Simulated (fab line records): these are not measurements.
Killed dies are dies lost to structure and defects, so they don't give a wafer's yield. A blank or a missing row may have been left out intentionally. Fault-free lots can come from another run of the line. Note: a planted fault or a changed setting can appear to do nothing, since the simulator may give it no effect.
fab line records	flow sky130
record: lots: 6	wafers: 18	last-day: 50
route steps=708 shown VIA1@475 METAL2@483 PAD_OPEN@708
lots with no fault: from the same line, run without faults
start-h: hours from the record's first day to the start of the lot's first wafer shown	wait-h: how many hours have passed since the lot's step before this one	" identical to the entry in the row above	L1.1+2: several wafers, shown together as one row	- no value present, or no start provided	* or withheld: withheld	< > ~ a bound
route shown NAME@n: NAME is a module with steps in the file, n the number in the route of the first one	usual: mean/standard deviation of fault-free wafers	same: alike in all rows	chamber/n: place in a boat	sites: per-site readings	_std_site: standard deviation across them	_edge_site: the outer-site mean with the inner-site mean subtracted	radius-mm: for every site, how far away it sits from the centre of the wafer	mask NAME#n: copy n	behind: the tool/chamber that last shaped the wafer	hold: cause of the lot's hold/its duration in hours/its outcome	device: names the non-switching transistor (n, p or np)	end of line: the tests these same wafers got at the end of their route	step lacking rows: just its recipe	killed: the dies lost at the first sort to structure and to defects; this is not the yield of the wafer	map: per-die view of a wafer (x killed, . not killed, _ where there is no die)
set.NAME: setting as actually run; set.NAME@STEP: the setting as run at that earlier step	model.NAME: the simulator's own value behind a step, which no gauge read
lots at selected steps of the route; one table per step, one row per wafer
services: a tool's chamber out of use, with start hour (start-h, from the record's first day; less than 0 if before it), hours out, and reason
== steps ==
step: SKY_VIA1_STRIP_17
recipe: chemistry: post-etch-residue-remover	time-s: 1200	temp-c: 72.5
step: SKY_VIA1_CLEAN_18
recipe: chemistry: IPA	time-s: 180	temp-c: 25
step: SKY_VIA1_CLEAN_19
recipe: chemistry: O3/DIW	dry: n2-spin
step: SKY_VIA1_SPUTTER_20
recipe: material: TiN	target-thk-nm: 20	chamber-pressure-pa: 5	power-w: 4000	time-s: 80
step: SKY_VIA1_CVD_21
recipe: material: W	target-thk-nm: 270	time-s: 80.902	temp-c: 400	pressure-torr: 40
step: SKY_VIA1_RS_MEAS_22
recipe: thk-meas-gauge: four-point-probe	reads: W_of_VIA1_CVD_21+TiN_of_VIA1_SPUTTER_20
usual: VIA1_W_RS: 0.426/0.0041
lot.wafer	tool	chamber	start-h	wait-h	VIA1_W_RS[ohm/sq]
L276.1	film-metro-01	-	839.18	0.1	0.431
L276.2	"	-	"	"	0.432
L276.3	"	-	"	"	0.432
L278.2	film-metro-01	-	855.96	0.1	0.425
L278.4	"	-	"	"	0.420
L278.5	"	-	"	"	0.427
L280.3	film-metro-01	-	868.95	0.1	0.426
L280.4	"	-	"	"	0.427
L280.5	"	-	"	"	0.424
L281.1	film-metro-02	-	881.21	0.1	0.426
L281.4	"	-	"	"	0.423
L281.5	"	-	"	"	0.423
L288.3	film-metro-01	-	927.30	0.1	0.431
L288.4	"	-	"	"	0.428
L288.5	"	-	"	"	0.427
L290.1	film-metro-03	-	940.56	0.2	0.424
L290.2	"	-	"	"	0.428
L290.6	"	-	"	"	0.432
step: SKY_VIA1_THK_MEAS_23
recipe: thk-meas-gauge: xrf	reads: W_of_VIA1_CVD_21
usual: VIA1_W_THK: 266/3.3
lot.wafer	tool	chamber	start-h	wait-h	VIA1_W_THK[nm]
L276.1	film-metro-01	-	839.30	0.1	266
L276.2	"	-	"	"	264
L276.3	"	-	"	"	265
L278.2	film-metro-01	-	856.07	0.1	268
L278.4	"	-	"	"	272
L278.5	"	-	"	"	266
L280.3	film-metro-01	-	869.05	0.1	269
L280.4	"	-	"	"	269
L280.5	"	-	"	"	270
L281.1	film-metro-02	-	881.33	0.1	263
L281.4	"	-	"	"	264
L281.5	"	-	"	"	265
L288.3	film-metro-01	-	927.40	0.1	263
L288.4	"	-	"	"	266
L288.5	"	-	"	"	266
L290.1	film-metro-03	-	940.68	0.1	268
L290.2	"	-	"	"	264
L290.6	"	-	"	"	263
step: SKY_VIA1_CMP_24
recipe: stop-on: SiO2	t-overpolish-s: 15	down-force-psi: 3.5	platen-rpm: 60	target-thk-nm: 0	pad-velocity-m-s: 0.94248
usual: motor-current-A: 10.4/1.2	overpolish-run-s: 15.000/0.0094	time-to-endpoint-s: 65.2/2.4
lot.wafer	tool	chamber	start-h	wait-h	motor-current-A	overpolish-run-s	time-to-endpoint-s
L276.1	cmp-02	2	839.41	0.1	10.8	14.997	66.6
L276.2	"	3	"	"	11.1	15.006	65.9
L276.3	"	0	"	"	11.2	15.002	65.3
L278.2	cmp-01	2	856.12	0.0	11.5	15.018	62.7
L278.4	"	0	"	"	8.9	14.998	65.5
L278.5	"	2	"	"	11.2	15.013	65.5
L280.3	cmp-02	1	869.09	0.0	8.6	14.996	64.9
L280.4	"	2	"	"	11.2	14.999	69.6
L280.5	"	2	"	"	10.7	14.996	65.5
L281.4	cmp-02	1	881.49	0.1	8.6	14.995	61.8
L281.1	"	2	"	"	10.6	15.024	64.4
L281.5	"	3	"	"	11.7	14.995	67.9
L288.4	cmp-01	2	927.44	0.0	11.4	14.995	64.9
L288.3	"	1	"	"	10.8	15.019	61.4
L288.5	"	2	"	"	11.6	14.998	64.4
L290.2	cmp-02	2	942.04	1.3	11.1	15.004	66.0
L290.1	"	0	"	"	11.5	15.000	65.7
L290.6	"	1	"	"	9.1	15.005	64.1
step: SKY_METAL2_SPUTTER_00
recipe: material: Ti	target-thk-nm: 15	power-w: 3000	time-s: 10	chamber-pressure-pa: 0.4
usual: throttle-valve-pct: 29.8/1
lot.wafer	tool	chamber	start-h	wait-h	throttle-valve-pct
L276.1	pvd-sputter-01	-	839.66	0.2	30.8
L276.2	"	-	"	"	30.8
L276.3	"	-	"	"	30.5
L278.2	pvd-sputter-04	-	856.42	0.2	30.0
L278.4	"	-	"	"	29.7
L278.5	"	-	"	"	29.7
L280.3	pvd-sputter-02	-	869.39	0.2	28.4
L280.4	"	-	"	"	29.6
L280.5	"	-	"	"	27.9
L281.1	pvd-sputter-04	-	881.69	0.1	30.1
L281.4	"	-	"	"	29.7
L281.5	"	-	"	"	31.1
L288.3	pvd-sputter-02	-	927.74	0.1	29.1
L288.4	"	-	"	"	30.8
L288.5	"	-	"	"	28.2
L290.1	pvd-sputter-04	-	942.29	0.1	29.7
L290.2	"	-	"	"	31.4
L290.6	"	-	"	"	31.2
step: SKY_METAL2_SPUTTER_01
recipe: material: TiN	target-thk-nm: 20	power-w: 6500	time-s: 16.7	chamber-pressure-pa: 0.4
step: SKY_METAL2_SPUTTER_02
recipe: material: AlCu	target-thk-nm: 250	power-w: 10600	time-s: 13.3	chamber-pressure-pa: 0.4
step: SKY_METAL2_SPUTTER_03
recipe: material: Ti	target-thk-nm: 5	power-w: 3000	time-s: 3.3	chamber-pressure-pa: 0.4
step: SKY_METAL2_SPUTTER_04
recipe: material: TiN	target-thk-nm: 70	power-w: 6500	time-s: 58.3	chamber-pressure-pa: 0.4
usual: throttle-valve-pct: 29.8/1
lot.wafer	tool	chamber	start-h	wait-h	throttle-valve-pct	model.TiN_of_METAL2_SPUTTER_04.thk-nm
L276.1	pvd-sputter-01	-	839.75	0.0	30.9	69.21
L276.2	"	-	"	"	30.8	69.08
L276.3	"	-	"	"	30.4	68.91
L278.2	pvd-sputter-04	-	856.51	0.0	30.0	54.97
L278.4	"	-	"	"	29.8	69.68
L278.5	"	-	"	"	29.8	55.56
L280.3	pvd-sputter-02	-	869.48	0.0	28.4	69.2
L280.4	"	-	"	"	29.1	68.4
L280.5	"	-	"	"	28.1	68.86
L281.1	pvd-sputter-04	-	881.78	0.0	30.0	54.88
L281.4	"	-	"	"	29.7	68.85
L281.5	"	-	"	"	31.2	69.41
L288.3	pvd-sputter-02	-	927.83	0.0	29.2	70.92
L288.4	"	-	"	"	30.6	71.18
L288.5	"	-	"	"	28.3	71.22
L290.1	pvd-sputter-04	-	942.38	0.0	29.8	69.26
L290.2	"	-	"	"	31.2	70.11
L290.6	"	-	"	"	31.6	69.85
step: SKY_METAL2_RS_MEAS_05
recipe: thk-meas-gauge: four-point-probe	reads: TiN_of_METAL2_SPUTTER_04+Ti_of_METAL2_SPUTTER_03+AlCu_of_METAL2_SPUTTER_02+TiN_of_METAL2_SPUTTER_01+Ti_of_METAL2_SPUTTER_00
usual: METAL2_ALCU_RS: 0.1268/0.001
lot.wafer	tool	chamber	start-h	wait-h	METAL2_ALCU_RS[ohm/sq]
L276.1	film-metro-04	-	839.80	0.0	0.1287
L276.2	"	-	"	"	0.1285
L276.3	"	-	"	"	0.1285
L278.2	film-metro-01	-	856.58	0.0	0.1265
L278.4	"	-	"	"	0.1265
L278.5	"	-	"	"	0.1256
L280.3	film-metro-01	-	869.57	0.1	0.1259
L280.4	"	-	"	"	0.1262
L280.5	"	-	"	"	0.1253
L281.1	film-metro-04	-	881.83	0.0	0.1265
L281.4	"	-	"	"	0.1275
L281.5	"	-	"	"	0.1266
L288.3	film-metro-04	-	927.92	0.1	0.1253
L288.4	"	-	"	"	0.1264
L288.5	"	-	"	"	0.1257
L290.1	film-metro-03	-	942.43	0.0	0.1281
L290.2	"	-	"	"	0.1262
L290.6	"	-	"	"	0.1265
step: SKY_METAL2_THK_MEAS_06
recipe: thk-meas-gauge: xrf	reads: AlCu_of_METAL2_SPUTTER_02
usual: METAL2_ALCU_THK: 251.4/2.3
lot.wafer	tool	chamber	start-h	wait-h	METAL2_ALCU_THK[nm]
L276.1	film-metro-04	-	839.92	0.1	246.6
L276.2	"	-	"	"	245.6
L276.3	"	-	"	"	246.8
L278.2	film-metro-01	-	856.69	0.1	262.2
L278.4	"	-	"	"	252.2
L278.5	"	-	"	"	261.9
L280.3	film-metro-01	-	869.67	0.1	255.2
L280.4	"	-	"	"	253.1
L280.5	"	-	"	"	253.7
L281.1	film-metro-04	-	881.95	0.1	259.3
L281.4	"	-	"	"	250.6
L281.5	"	-	"	"	251.5
L288.3	film-metro-04	-	928.02	0.1	255.2
L288.4	"	-	"	"	251.5
L288.5	"	-	"	"	252.9
L290.1	film-metro-03	-	972.61	30.2	248.0
L290.2	"	-	"	"	252.2
L290.6	"	-	"	"	251.9
step: SKY_METAL2_DEHYDRATE_07
recipe: temp-c: 200	time-s: 60
step: SKY_METAL2_HMDS_08
recipe: prime-time-s: 60	prime-temp-c: 120
step: SKY_METAL2_COAT_09
recipe: resist: BARC	temp-c: withheld	time-s: withheld	spin-rpm: 3000	resist-thk-nm: 60
step: SKY_METAL2_COAT_10
recipe: resist: KrF-thick	spin-rpm: 3000	resist-thk-nm: 450
step: SKY_METAL2_SOFTBAKE_11
recipe: temp-c: 100	time-s: 90	resist: KrF-thick
step: SKY_METAL2_EXPOSE_12
recipe: mask-id: MM2	na: 0.8	source-shape: annular	sigma-inner: 0.55	sigma-outer: 0.85	target-cd-nm: 140	dose-mj: 28
step: SKY_METAL2_PEB_13
recipe: peb-temp-c: withheld	peb-time-s: withheld	resist: KrF-thick
step: SKY_METAL2_DEVELOP_14
recipe: develop-time-s: 60	resist: KrF-thick	dev-temp-c: 21
step: SKY_METAL2_CD_MEAS_15
recipe: target-cd-nm: 140
usual: cd-nm: 139.8/1.9
lot.wafer	tool	chamber	start-h	wait-h	cd-nm
L276.1	cd-sem-02	-	866.68	-	140.9
L276.2	"	-	"	"	140.4
L276.3	"	-	"	"	139.7
L278.2	cd-sem-02	-	883.20	-	141.8
L278.4	"	-	"	"	140.5
L278.5	"	-	"	"	141.1
L280.3	cd-sem-02	-	895.80	-	140.9
L280.4	"	-	"	"	140.5
L280.5	"	-	"	"	139.8
L281.1	cd-sem-01	-	907.63	-	139.1
L281.4	"	-	"	"	140.4
L281.5	"	-	"	"	139.1
L288.3	cd-sem-02	-	952.57	-	143.4
L288.4	"	-	"	"	143.5
L288.5	"	-	"	"	143.7
L290.1	cd-sem-02	-	996.66	-	141.4
L290.2	"	-	"	"	141.5
L290.6	"	-	"	"	140.7
step: SKY_METAL2_OVL_MEAS_16
usual: METAL2_OVL: -4/7.2
lot.wafer	tool	chamber	start-h	wait-h	METAL2_OVL[nm]
L276.1	overlay-01	-	866.80	0.1	3
L276.2	"	-	"	"	-3
L276.3	"	-	"	"	1
L278.2	overlay-02	-	883.31	0.1	4
L278.4	"	-	"	"	8
L278.5	"	-	"	"	0
L280.3	overlay-01	-	895.89	0.1	-15
L280.4	"	-	"	"	-23
L280.5	"	-	"	"	-10
L281.1	overlay-01	-	907.75	0.1	-4
L281.4	"	-	"	"	-7
L281.5	"	-	"	"	0
L288.3	overlay-01	-	952.66	0.1	3
L288.4	"	-	"	"	6
L288.5	"	-	"	"	6
L290.1	overlay-01	-	996.78	0.1	-9
L290.2	"	-	"	"	-8
L290.6	"	-	"	"	-11
step: SKY_METAL2_DESCUM_17
recipe: chemistry: O2	source-power-w: 150	bias-power-w: 0	pressure-mtorr: 10	temp-c: 40	time-s: 8
usual: chamber-pressure-mTorr: 10.000/0.0082	drypump-motor-current-A: 5.8/0.43	oes-product-au: 1.001/0.0082
lot.wafer	tool	chamber	start-h	wait-h	chamber-pressure-mTorr	drypump-motor-current-A	oes-product-au	rf-hours-counter-h
L276.1	rie-metal-01	0	866.84	0.0	9.999	6.3	0.998	15
L276.2	"	1	"	"	10.014	5.3	1.005	0
L276.3	"	1	"	"	10.000	5.3	0.997	-
L278.2	rie-metal-01	1	883.34	0.0	9.989	5.3	0.995	1
L278.4	"	1	"	"	10.001	5.3	0.997	-
L278.5	"	1	"	"	9.996	5.3	1.000	-
L280.3	rie-metal-02	0	895.92	0.0	9.995	5.8	1.000	-
L280.4	"	1	"	"	10.005	6.2	0.995	-
L280.5	"	1	"	"	9.993	6.2	1.008	-
L281.1	rie-metal-04	0	907.79	0.0	10.022	6.1	1.008	17
L281.4	"	1	"	"	9.988	5.3	1.001	-
L281.5	"	0	"	"	10.014	6.1	1.011	-
L288.3	rie-metal-02	1	952.70	0.0	10.005	6.2	1.009	-
L288.4	"	0	"	"	10.004	5.8	1.000	-
L288.5	"	0	"	"	10.003	5.7	0.996	-
L290.1	rie-metal-01	1	996.81	0.0	9.990	5.3	1.002	5
L290.2	"	0	"	"	10.005	6.4	1.010	1
L290.6	"	0	"	"	9.987	6.4	1.006	-
step: SKY_METAL2_ETCH_18
recipe: chemistry: N2/H2	target: BARC	ion-energy-ev: 200	bias-w: 100	pressure-mtorr: 30	n2-flow-sccm: 100	h2-flow-sccm: 200	icp-w: 500	stop-on: SiO2	time-s: 45.9	target-depth-a: 600
step: SKY_METAL2_METAL_ETCH_19
recipe: target-depth-a: 3600	stop-on: SiO2	over-etch-frac: 0.3	time-s: 78	chemistry: Cl2/BCl3	resist-sidewall-deg: 88	pressure-mtorr: 10	icp-w: 900	bias-w: 48.5	Cl2_flow_sccm: 60	bcl3-flow-sccm: 30
usual: chamber-pressure-mTorr: 9.998/0.012	drypump-motor-current-A: 5.8/0.43	oes-product-au: 0.854/0.0054	throttle-valve-pct: 22.265/0.01
lot.wafer	tool	chamber	start-h	wait-h	chamber-pressure-mTorr	drypump-motor-current-A	oes-product-au	rf-hours-counter-h	throttle-valve-pct
L276.1	rie-metal-01	0	866.93	0.0	10.004	6.3	0.847	15	22.261
L276.2	"	1	"	"	10.012	5.3	0.843	0	22.267
L276.3	"	1	"	"	10.011	5.3	0.852	-	22.272
L278.2	rie-metal-01	1	883.43	0.0	9.999	5.3	0.856	1	22.278
L278.4	"	1	"	"	9.997	5.3	0.856	-	22.272
L278.5	"	1	"	"	10.012	5.3	0.861	-	22.275
L280.3	rie-metal-02	0	896.04	0.1	9.994	5.8	0.866	-	22.276
L280.4	"	1	"	"	9.997	6.2	0.853	-	22.265
L280.5	"	1	"	"	10.008	6.2	0.867	-	22.280
L281.1	rie-metal-04	0	907.88	0.0	10.007	6.1	0.856	17	22.268
L281.4	"	1	"	"	9.999	5.3	0.849	-	22.263
L281.5	"	0	"	"	9.905	6.1	0.853	-	22.266
L288.3	rie-metal-02	1	952.81	0.1	9.998	6.2	0.863	-	22.280
L288.4	"	0	"	"	10.009	5.8	0.854	-	22.260
L288.5	"	0	"	"	9.999	5.7	0.862	-	22.268
L290.1	rie-metal-01	1	996.94	0.1	9.995	5.2	0.852	5	22.266
L290.2	"	0	"	"	10.017	6.4	0.854	1	22.273
L290.6	"	0	"	"	9.992	6.4	0.856	-	22.270
step: SKY_METAL2_STRIP_20
recipe: chemistry: O2/N2	power-w: 1400	pressure-mtorr: 1500	platen-temp-c: withheld	o2-flow-sccm: 3000	n2-flow-sccm: 300	overash-fraction: 0.5
usual: chamber-pressure-mTorr: 1500.1/1.3	drypump-motor-current-A: 5.71/0.28	n2-flow-sccm: 300.1/0.92	oes-product-au: 0.343/0.0048	strip-time-to-endpoint-s: 2.68/0.039
lot.wafer	tool	chamber	start-h	wait-h	chamber-pressure-mTorr	drypump-motor-current-A	n2-flow-sccm	oes-product-au	rf-hours-counter-h	strip-time-to-endpoint-s
L276.1	plasma-asher-01	0	867.02	0.1	1498.5	5.51	299.1	0.344	43	2.71
L276.2	"	1	"	"	1499.0	6.07	301.3	0.350	43	2.71
L276.3	"	1	"	"	1499.3	6.10	299.4	0.342	-	2.68
L278.2	plasma-asher-01	0	883.52	0.1	1501.3	5.48	301.1	0.335	45	2.72
L278.4	"	1	"	"	1499.7	6.08	300.2	0.344	-	2.74
L278.5	"	0	"	"	1502.0	5.49	300.5	0.348	-	2.72
L280.3	plasma-asher-01	1	896.13	0.1	1499.8	6.09	300.2	0.342	-	2.72
L280.4	"	0	"	"	1497.2	5.49	300.5	0.339	-	2.69
L280.5	"	0	"	"	1503.1	5.48	300.6	0.339	-	2.71
L281.1	plasma-asher-01	0	907.97	0.1	1501.5	5.47	302.2	0.348	47	2.67
L281.4	"	1	"	"	1500.2	6.09	299.4	0.344	-	2.71
L281.5	"	1	"	"	1501.9	6.10	301.3	0.344	-	2.64
L288.3	plasma-asher-01	0	952.91	0.1	1500.7	5.49	300.3	0.343	-	2.66
L288.4	"	1	"	"	1499.0	6.13	299.1	0.348	-	2.66
L288.5	"	0	"	"	1501.1	5.49	300.6	0.335	-	2.65
L290.1	plasma-asher-04	1	997.06	0.1	1500.3	5.32	301.1	0.343	26	2.65
L290.2	"	0	"	"	1499.2	5.67	299.3	0.347	26	2.69
L290.6	"	0	"	"	1499.4	5.61	298.9	0.347	-	2.67
step: SKY_METAL2_STRIP_21
recipe: chemistry: post-etch-residue-remover	time-s: 1200	temp-c: 72.5
usual: bath-heat-duty-pct: 14.7/1.6
lot.wafer	tool	chamber	start-h	wait-h	bath-heat-duty-pct	model.TiN_of_METAL2_SPUTTER_04.thk-nm
L276.1	wet-bench-02	0	867.12	0.1	13.2	68.79
L276.2	"	0	"	"	12.9	68.66
L276.3	"	0	"	"	12.8	68.49
L278.2	wet-bench-02	2	883.62	0.1	13.5	54.54
L278.4	"	2	"	"	13.3	69.26
L278.5	"	2	"	"	13.6	55.13
L280.3	wet-bench-03	3	896.20	0.0	16.4	68.78
L280.4	"	3	"	"	16.5	67.98
L280.5	"	3	"	"	15.5	68.45
L281.1	wet-bench-03	0	908.07	0.1	15.9	54.47
L281.4	"	0	"	"	15.4	68.44
L281.5	"	0	"	"	15.7	68.99
L288.3	wet-bench-01	2	952.97	0.0	15.5	70.5
L288.4	"	2	"	"	18.3	70.76
L288.5	"	2	"	"	15.4	70.8
L290.1	wet-bench-03	3	997.16	0.1	15.8	68.84
L290.2	"	3	"	"	16.3	69.69
L290.6	"	3	"	"	16.1	69.43
step: SKY_METAL2_CLEAN_22
recipe: chemistry: IPA	time-s: 180	temp-c: 25
step: SKY_PAD_OPEN_PROBE_99
usual: defect-limited-yield: 82.5/2	killed_at_M0_to_M3: 44/6.9	killed_at_M4_up: 3.1/1.7	killed-at-contacts: 25/5.6	killed-at-front-end: 14/4.3	killed-at-other: 0.3/0.51	killed-dies: 86/9.8	killed-on-rim: 17/3.8	killed-open: 47/6.5	killed-short: 39/6.6	sort_bin_3_pad_short: 0.8/0.46	sort_bin_5_function: 10.3/1.5	sort_bin_6_memory: 6.4/1	sort-n-pass: 406/9.8	sort-yield-pct: 82.5/2
same: gross-dies: 492	killed-at-back-side: 0	sort_bin_4_leakage[%]: 0	sort_bin_8_speed[%]: 0
lot.wafer	tool	chamber	start-h	wait-h	defect-limited-yield[%]	killed_at_M0_to_M3	killed_at_M4_up	killed-at-contacts	killed-at-front-end	killed-at-other	killed-dies	killed-on-rim	killed-open	killed-short	sort_bin_3_pad_short[%]	sort_bin_5_function[%]	sort_bin_6_memory[%]	sort-n-pass	sort-yield-pct[%]
L276.1	prober-01	-	1116.51	0.1	79.1	52	4	28	19	0	103	23	61	42	1.0	12.4	7.5	389	79.1
L276.2	prober-01	-	1116.56	0.1	78.0	64	1	26	17	0	108	14	67	41	1.0	14.2	6.7	384	78.0
L276.3	prober-01	-	1116.61	0.2	83.3	45	2	23	12	0	82	14	45	37	0.6	11.2	4.9	410	83.3
L278.2	prober-02	-	1128.69	0.1	80.1	53	5	27	13	0	98	14	55	43	0.6	10.6	8.7	394	80.1
L278.4	prober-02	-	1128.79	0.2	81.1	55	4	22	12	0	93	22	46	47	2.4	10.6	5.9	399	81.1
L278.5	prober-02	-	1128.84	0.2	81.9	45	4	26	14	0	89	16	50	39	0.6	12.4	5.1	403	81.9
L281.1	prober-01	-	1147.64	0.1	84.1	44	3	21	10	0	78	11	39	39	0.8	9.8	5.3	414	84.1
L281.4	prober-01	-	1147.79	0.2	84.6	43	2	19	12	0	76	16	46	30	0.6	9.6	5.3	416	84.6
L281.5	prober-01	-	1147.84	0.2	82.3	44	0	28	14	1	87	12	50	37	0.6	12.6	4.5	405	82.3
L288.3	prober-02	-	1181.87	0.2	81.3	43	2	34	13	0	92	18	52	40	0.8	11.6	6.3	400	81.3
L288.4	prober-02	-	1181.92	0.2	81.9	45	6	22	16	0	89	20	45	44	0.6	10.0	7.5	403	81.9
L288.5	prober-02	-	1181.97	0.2	83.3	47	6	16	13	0	82	15	42	40	1.0	7.7	7.9	410	83.3
L290.1	prober-02	-	1211.50	0.1	84.3	31	5	31	10	0	77	16	48	29	0.6	9.8	5.3	415	84.3
L290.2	prober-02	-	1211.55	0.1	83.3	47	4	22	9	0	82	6	48	34	0.8	9.3	6.5	410	83.3
L290.6	prober-02	-	1211.75	0.2	86.2	30	5	22	9	2	68	11	32	36	0	8.3	5.5	424	86.2
killed by level:class
L276.1 VIA1:geometric-particle:open=19 VIA2:geometric-particle:open=9 CONTACT:geometric-particle:open=8 LI_CONTACT:geometric-particle:open=8 CONTACT:geometric-particle:short=7 POLY_GATE:geometric-particle:open=6 METAL2:geometric-particle:short=6 METAL1:geometric-particle:short=5
L276.2 VIA1:geometric-particle:open=15 VIA3:geometric-particle:open=13 CONTACT:geometric-particle:open=9 VIA1:geometric-particle:short=8 VIA2:geometric-particle:open=8 LI_CONTACT:geometric-particle:open=7 METAL2:geometric-particle:short=7 FIELD_ISO:geometric-particle:open=6
L276.3 CONTACT:geometric-particle:open=9 VIA2:geometric-particle:open=9 VIA1:geometric-particle:open=9 FIELD_ISO:geometric-particle:short=6 METAL2:geometric-particle:short=6 VIA3:geometric-particle:open=6 LOCAL_INTERCONNECT:geometric-particle:short=5 CONTACT:geometric-particle:short=5
L278.2 VIA1:geometric-particle:open=18 CONTACT:geometric-particle:open=13 METAL1:geometric-particle:short=9 CONTACT:geometric-particle:short=8 METAL2:geometric-particle:short=6 VIA2:geometric-particle:open=6 VIA3:geometric-particle:open=4 METAL4:geometric-particle:short=4
L278.4 VIA1:geometric-particle:open=16 METAL1:geometric-particle:short=7 VIA2:geometric-particle:short=6 FIELD_ISO:geometric-particle:short=5 LI_CONTACT:geometric-particle:short=5 METAL1:geometric-particle:open=4 LOCAL_INTERCONNECT:geometric-particle:short=4 CONTACT:geometric-particle:short=4
L278.5 CONTACT:geometric-particle:open=9 LI_CONTACT:geometric-particle:open=8 VIA2:geometric-particle:open=8 VIA1:geometric-particle:open=6 METAL2:geometric-particle:short=6 POLY_GATE:geometric-particle:short=5 CONTACT:geometric-particle:short=5 METAL3:geometric-particle:short=5
L281.1 VIA1:geometric-particle:open=13 METAL1:geometric-particle:short=7 LOCAL_INTERCONNECT:geometric-particle:short=5 CONTACT:geometric-particle:open=5 CONTACT:geometric-particle:short=5 VIA2:geometric-particle:open=5 METAL3:geometric-particle:short=4 VIA3:geometric-particle:open=4
L281.4 VIA3:geometric-particle:open=10 VIA1:geometric-particle:open=9 LI_CONTACT:geometric-particle:open=8 METAL2:geometric-particle:short=6 CONTACT:geometric-particle:open=5 VIA1:geometric-particle:short=4 METAL1:geometric-particle:short=3 METAL2:geometric-particle:open=3
L281.5 CONTACT:geometric-particle:open=13 VIA1:geometric-particle:short=9 VIA1:geometric-particle:open=9 LI_CONTACT:geometric-particle:open=7 VIA3:geometric-particle:open=6 POLY_GATE:geometric-particle:short=5 POLY_GATE:geometric-particle:open=5 VIA2:geometric-particle:open=4
L288.3 CONTACT:geometric-particle:open=14 VIA1:geometric-particle:open=10 VIA2:geometric-particle:open=9 LI_CONTACT:geometric-particle:short=6 LOCAL_INTERCONNECT:geometric-particle:short=5 METAL2:geometric-particle:short=5 VIA3:geometric-particle:open=4 CONTACT:geometric-particle:short=4
L288.4 VIA1:geometric-particle:open=10 FIELD_ISO:geometric-particle:open=7 VIA1:geometric-particle:short=7 CONTACT:geometric-particle:open=6 POLY_GATE:geometric-particle:short=5 LI_CONTACT:geometric-particle:open=5 METAL1:geometric-particle:short=5 VIA2:geometric-particle:short=5
L288.5 VIA1:geometric-particle:open=10 VIA2:geometric-particle:open=6 VIA3:geometric-particle:open=6 METAL4:geometric-particle:short=6 CONTACT:geometric-particle:short=5 METAL1:geometric-particle:short=5 METAL2:geometric-particle:short=5 METAL3:geometric-particle:short=5
L290.1 CONTACT:geometric-particle:open=13 LI_CONTACT:geometric-particle:open=8 VIA1:geometric-particle:open=8 VIA3:geometric-particle:open=7 METAL4:geometric-particle:short=5 LOCAL_INTERCONNECT:geometric-particle:short=4 FIELD_ISO:geometric-particle:short=3 FIELD_ISO:geometric-particle:open=3
L290.2 VIA2:geometric-particle:open=12 CONTACT:geometric-particle:open=12 VIA3:geometric-particle:open=6 POLY_GATE:geometric-particle:open=4 LOCAL_INTERCONNECT:geometric-particle:short=4 VIA1:geometric-particle:short=4 VIA1:geometric-particle:open=4 METAL2:geometric-particle:short=4
L290.6 LI_CONTACT:geometric-particle:open=8 FIELD_ISO:geometric-particle:short=6 METAL1:geometric-particle:short=6 CONTACT:geometric-particle:open=5 CONTACT:geometric-particle:short=4 VIA1:geometric-particle:open=4 VIA3:geometric-particle:open=4 METAL4:geometric-particle:short=4
== services ==
tool	chamber	start-h	hours	kind
rie-metal-01	1	829.75	2.5	repair
rie-metal-01	1	847.37	-	clean
rie-metal-01	1	847.37	16.1	scheduled-down
cmp-01	-	867.42	0.6	repair
cmp-01	-	873.67	0.9	repair
cmp-02	-	884.80	4.4	repair
rie-metal-04	1	890.15	3.7	repair
cmp-01	-	899.99	4.0	repair
pvd-sputter-02	-	902.46	4.6	repair
pvd-sputter-01	-	906.44	0.7	repair
cmp-01	-	910.37	1.9	repair
cmp-01	-	912.31	4.0	pm
rie-metal-04	0	926.16	22.5	repair
cmp-01	-	931.19	12.7	pm
cmp-02	-	938.78	2.3	repair
pvd-sputter-02	-	940.23	1.1	repair
rie-metal-01	-	945.18	2.8	pm
rie-metal-01	-	949.41	28.1	pm
pvd-sputter-04	-	955.88	0.6	repair
plasma-asher-01	-	960.67	23.7	repair
cmp-02	-	961.51	5.8	pm
wet-bench-02	-	974.64	2.8	repair
pvd-sputter-04	-	983.41	4.8	repair
cmp-02	-	985.68	0.9	repair
== key ==
first-sign: step: SKY_METAL2_THK_MEAS_06	reading: METAL2_ALCU_THK	direction: up	sigmas: 4.2	usual: 251.4	struck: 261.1
effect none on later readings
model-effect: step: SKY_METAL2_SPUTTER_04	value: TiN_of_METAL2_SPUTTER_04.thk-nm	without: 70.12	struck: 55.13
model-effect: step: SKY_METAL2_STRIP_21	value: TiN_of_METAL2_SPUTTER_04.thk-nm	without: 69.7	struck: 54.71
met-at SKY_METAL2_SPUTTER_04
struck-wafers L278.2,L278.5,L281.1
fault: kind: process-parameter-drift	tool: pvd-sputter-04	chamber: -	onset-h: 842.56	steps: SKY_METAL2_SPUTTER_04	channel: target-thk-nm	offset: -14.986	shape: step	end-h: 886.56	acts-in: these-recipes-only	stated: 70	scope: struck-wafers-only
